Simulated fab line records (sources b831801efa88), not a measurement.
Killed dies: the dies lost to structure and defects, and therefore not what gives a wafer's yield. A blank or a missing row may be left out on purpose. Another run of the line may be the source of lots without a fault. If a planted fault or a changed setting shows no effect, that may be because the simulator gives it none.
Comparing a struck lot with a sound one    flow gf180mcu    15 steps out of a route of 602
Sound: wafers L857.3, L857.4, L857.6. Struck: wafers L850.1, L850.2, L850.3. At the end, the cause is stated.
Order at every step that has rows: each side's tool, ch and its chambers, its first start. Under that, the readings that differ: sound wafers    struck wafers    difference of the means    sigmas: that difference in standard deviations of wafers without a fault.
alike: same words and numbers on both sides, and readings whose means sit less than 2 such deviations apart. not compared: any withheld reading, any reading some wafer has no value for, any bound like >300 that may hide the same value, and any number with overlapping values for which the record gives no deviation.
Wherever a step has rows on one side only, a row that says differs or no value, or a row with sigmas, the two part there. Numbers that have no deviation but don't overlap get no sigmas and don't part them. A reading missing from all wafers of one side parts the sides only when that side holds two or more wafers.

first, 5 steps without rows for these wafers: GF_MIM_COAT_14 (resist thk 1000 nm); GF_MIM_SOFTBAKE_15 (time 60 s); GF_MIM_EXPOSE_16 (exposes mask FuseTop, target cd 2000 nm); GF_MIM_PEB_17; GF_MIM_DEVELOP_18 (develop time 60 s).
GF_MIM_METAL_ETCH_19: etches the open film in Cl2/BCl3, stops on Si3N4, target depth 324.5 nm, time 54.1 s.
  sound on rieMetal-02 ch 0,1, day 30 03:25; struck on rieMetal-02 ch 0,1, day 28 01:45
  alike: biasW, drypumpMotorCurrentA, oesProductAu, throttleValvePct
  not compared: rfHoursCounterH
GF_MIM_STRIP_20: strips in O2/N2.
  sound on plasmaAsher-01 ch 0,1, day 30 03:29; struck on plasmaAsher-01 ch 0,1, day 28 01:49
  alike: drypumpMotorCurrentA, heaterPowerW, oesProductAu, stripTimeToEndpointS
  not compared: rfHoursCounterH
then, 5 steps without rows for these wafers: GF_MIM_STRIP_21 (strips in post etch residue remover, time 1200 s); GF_MIM_CLEAN_22 (cleans in DIW); GF_M5_DEHYDRATE_00 (time 60 s); GF_M5_HMDS_01 (prime time 60 s); GF_M5_COAT_02 (resist thk 1000 nm).
GF_M5_SOFTBAKE_03: time 60 s.
  sound on lithoTrack-04 ch 0, day 30 12:59; struck on lithoTrack-03 ch 0, day 28 11:41
reading                sound              struck             difference  sigmas
heaterPowerTotalW (W)  93.12 93.02 93.05  94.62 94.65 94.67  +1.58       +28
runLengthS (s)         89.25 89.46 89.56  86.04 86.18 86.40  -3.22       -11
then, 1 step without rows for these wafers: GF_M5_EXPOSE_04 (exposes mask Metal5, target cd 280 nm).
GF_PASSIVATION_PROBE_99:
  rows exist in the record for the sound wafers here (prober-01, day 33 07:29), none for the struck ones

== WHERE THEY PART ==
Last at GF_PASSIVATION_PROBE_99 as far as this record goes, first at GF_M5_SOFTBAKE_03.

WHY: what had been put in by the simulator
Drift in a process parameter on lithoTrack-03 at GF_M5_SOFTBAKE_03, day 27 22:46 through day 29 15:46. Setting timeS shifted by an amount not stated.
